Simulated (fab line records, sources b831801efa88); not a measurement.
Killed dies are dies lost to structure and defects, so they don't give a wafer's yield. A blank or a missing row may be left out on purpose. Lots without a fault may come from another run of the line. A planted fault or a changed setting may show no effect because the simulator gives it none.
A struck lot beside a sound one | flow sky130 | 14 steps out of a route of 708
Sound: wafers L955.2, L955.3, L955.4. Struck: wafers L953.2, L953.4, L953.5. The cause comes at the end.
At each step with rows: each side's tool, then ch and its chambers, then its first start. Under that, the readings that differ: sound wafers | struck wafers | difference of the means | sigmas: that difference in standard deviations of wafers without a fault.
alike: readings whose means differ by less than 2 such deviations, and words and numbers that are the same on both sides. not compared: withheld readings, readings that some wafer has no value for, bounds like >300 that may hide the same value, and numbers for which the record gives no deviation and whose values overlap.
The two part at a step that has a row with sigmas, a row that says differs or no value, or rows on one side only. Numbers that don't overlap but have no deviation are shown without sigmas and don't part them. A reading that every wafer of one side lacks parts them only if that side has two wafers or more.

first, 6 steps without rows for these wafers: SKY_VIA4_HMDS_05 (prime time 60 s); SKY_VIA4_COAT_06 (resist thk 1140 nm); SKY_VIA4_SOFTBAKE_07 (time 60 s); SKY_VIA4_EXPOSE_08 (exposes mask VIM4, target cd 800 nm); SKY_VIA4_PEB_09; SKY_VIA4_DEVELOP_10 (develop time 60 s).
SKY_VIA4_OVL_MEAS_11:
  sound on overlay-02, day 45 08:07; struck on overlay-02, day 45 03:15
  alike: VIA4_OVL
SKY_VIA4_ETCH_12: etches SiO2 in C4F8/O2/Ar, stops on TiN, target depth 580 nm.
  sound on rie_diel-04 ch 1,2,3, day 45 08:08; struck on rie_diel-04 ch 1,3, day 45 03:17
  alike: chamber_pressure_mTorr, oes_product_au
SKY_VIA4_STRIP_13: strips in O2/N2.
  sound on plasma_asher-03 ch 0,1, day 45 08:13; struck on plasma_asher-02 ch 0, day 45 03:21
  alike: chamber_pressure_mTorr, drypump_motor_current_A, oes_product_au, strip_time_to_endpoint_s
  not compared: rf_hours_counter_h
then, 3 steps without rows for these wafers: SKY_VIA4_STRIP_14 (strips in post etch residue remover, time 1200 s); SKY_VIA4_CLEAN_15 (cleans in IPA, time 180 s); SKY_VIA4_CLEAN_16 (cleans in O3/DIW).
SKY_VIA4_SPUTTER_17: material TiN, target thk 20 nm, time 80 s.
  sound on pvd_sputter-02, day 45 08:50; struck on pvd_sputter-04, day 45 03:57
  no value came back on the struck wafers for cathode_dc_power_W (W), chamber_pressure_pa (Pa), throttle_valve_pct (%); on the sound wafers cathode_dc_power_W (W) reads 4000.1 4000.4 3999.8
SKY_VIA4_CVD_18: deposits W, target thk 505 nm, time 152.14 s.
  sound on cvd_w-02 ch 0,1, day 45 08:54; struck on cvd_w-01 ch 0,1, day 45 04:01
  alike: chamber_pressure_Torr, heater_power_w

WHERE THEY PART
Only at SKY_VIA4_SPUTTER_17, within this record. Later steps at which nothing parts them and some readings are alike: SKY_VIA4_CVD_18.

WHY: what the simulator had put in
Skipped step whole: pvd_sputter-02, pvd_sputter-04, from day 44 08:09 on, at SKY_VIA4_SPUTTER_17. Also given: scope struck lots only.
